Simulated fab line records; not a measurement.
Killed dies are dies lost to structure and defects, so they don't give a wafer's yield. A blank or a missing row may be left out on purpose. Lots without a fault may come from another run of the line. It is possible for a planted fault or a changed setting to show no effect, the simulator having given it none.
Which tool was responsible?	flow sky130	Sampling: 14 lots, 42 wafers, 3 of 708 route steps

== WHAT EACH GAUGE READ, for each wafer ==
SKY_CONTACT_BOW_MEAS_05.
lot	measured	on	CONTACT_BOW (um)
L537	day 30 17:53	film_metro-01	65 90 81
L538	day 31 05:12	film_metro-03	86 88 80
L539	day 31 10:02	film_metro-03	81 87 84
L541	day 32 08:46	film_metro-01	79 83 82
L542	day 32 05:52	film_metro-01	88 79 84
L543	day 32 17:20	film_metro-02	85 84 90
L545	day 33 16:55	film_metro-03	81 83 89
L547	day 34 09:05	film_metro-02	84 85 72
L548	day 34 10:58	film_metro-01	87 77 80
L551	day 35 09:40	film_metro-02	77 89 83
L553	day 35 19:50	film_metro-02	84 89 88
L559	day 37 15:23	film_metro-01	94 76 82

== TOOL THAT RAN EACH LOT (tool first, then ch and the chambers of the sampled wafers, then the start) ==
lot	SKY_NWELL_OXIDATION_01	SKY_LOCAL_INTERCONNECT_SPUTTER_00
L537	furnace-02 ch 0, day 2 17:18	pvd_sputter-03, day 29 12:29
L538	furnace-01 ch 0, day 2 21:59	pvd_sputter-03, day 30 00:02
L539	furnace-01 ch 0, day 3 03:38	pvd_sputter-02, day 30 04:45
L541	furnace-01 ch 0, day 3 14:25	pvd_sputter-02, day 31 02:46
L542	furnace-01 ch 0, day 3 15:48	pvd_sputter-03, day 31 00:21
L543	furnace-01 ch 0, day 3 20:37	pvd_sputter-02, day 31 12:43
L545	furnace-01 ch 0, day 4 13:49	pvd_sputter-03, day 32 12:43
L547	furnace-02 ch 0, day 5 00:38	pvd_sputter-01, day 33 04:50
L548	furnace-02 ch 0, day 5 03:26	pvd_sputter-01, day 33 06:32
L551	furnace-02 ch 0, day 5 17:41	pvd_sputter-02, day 34 06:26
L553	furnace-01 ch 0, day 6 02:36	pvd_sputter-01, day 34 16:14
L557	furnace-02, day 6 22:39	-
L558	furnace-01, day 7 09:01	-
L559	furnace-02 ch 0, day 7 15:13	pvd_sputter-02, day 36 12:05
- SKY_NWELL_OXIDATION_01: stabilise 600 s, purge 300 s, target thk 10 nm.
- SKY_LOCAL_INTERCONNECT_SPUTTER_00: material TiN, target thk 100 nm, time 83.3 s.

== WHAT THE TOOLS THEMSELVES READ (means of the sampled wafers that have a number; where no wafer has one, the mark that the record gives instead) ==
SKY_NWELL_OXIDATION_01.
lot	tool	ox_temp_c (C)	ox_temp_c_max
L537	furnace-02	900.3	905.8
L538	furnace-01	899.8	904.7
L539	furnace-01	900.5	904.8
L541	furnace-01	899.6	904.5
L542	furnace-01	900.1	904.7
L543	furnace-01	900.1	905.6
L545	furnace-01	900.4	905.0
L547	furnace-02	900.3	906.2
L548	furnace-02	900.2	905.9
L551	furnace-02	900.2	906.2
L553	furnace-01	900.0	904.9
L557	furnace-02	-	-
L558	furnace-01	-	-
L559	furnace-02	900.1	906.1

SKY_LOCAL_INTERCONNECT_SPUTTER_00.
lot	tool	throttle_valve_pct (%)
L537	pvd_sputter-03	29.5
L538	pvd_sputter-03	29.7
L539	pvd_sputter-02	30.1
L541	pvd_sputter-02	30.7
L542	pvd_sputter-03	29.7
L543	pvd_sputter-02	30.1
L545	pvd_sputter-03	29.5
L547	pvd_sputter-01	30.3
L548	pvd_sputter-01	31.3
L551	pvd_sputter-02	30.0
L553	pvd_sputter-01	30.6
L559	pvd_sputter-02	29.0

== THE ANSWER, worked out from the rows above alone ==
Rule: the lots themselves supply what counts as usual. The widest of any qualifying gaps counts: lots, ordered by their means at a reading, are off when they make up no more than a third of the lots, leave a main group of 4 or more, and stand apart from it by 3 or more times the standard deviation of that group's means. If all means in a main group match to the digits the tables above print for the reading, that group is not used. A lot without any number at a reading at which 4 lots or more have one is off too. All remaining lots with rows at the step are treated as sound. Order of review: gauges by route order, followed by the tools' own readings, for which a lot's mean as printed above is used. At the first step where some lot is off, the reading lying furthest off is the one used; lots without a number count as furthest.
Off: L557, L558, at SKY_NWELL_OXIDATION_01 (ox_temp_c). Without a number there: L557, L558. Main group: mean 900.1 C, sd 0.24.
If a tool, at that step or one of the process steps before it, ran each lot that is off and ran no sound lot following the first of them, it fits. Not one of the candidates tried fits.

== WHAT THE SIMULATOR HAD INSERTED ==
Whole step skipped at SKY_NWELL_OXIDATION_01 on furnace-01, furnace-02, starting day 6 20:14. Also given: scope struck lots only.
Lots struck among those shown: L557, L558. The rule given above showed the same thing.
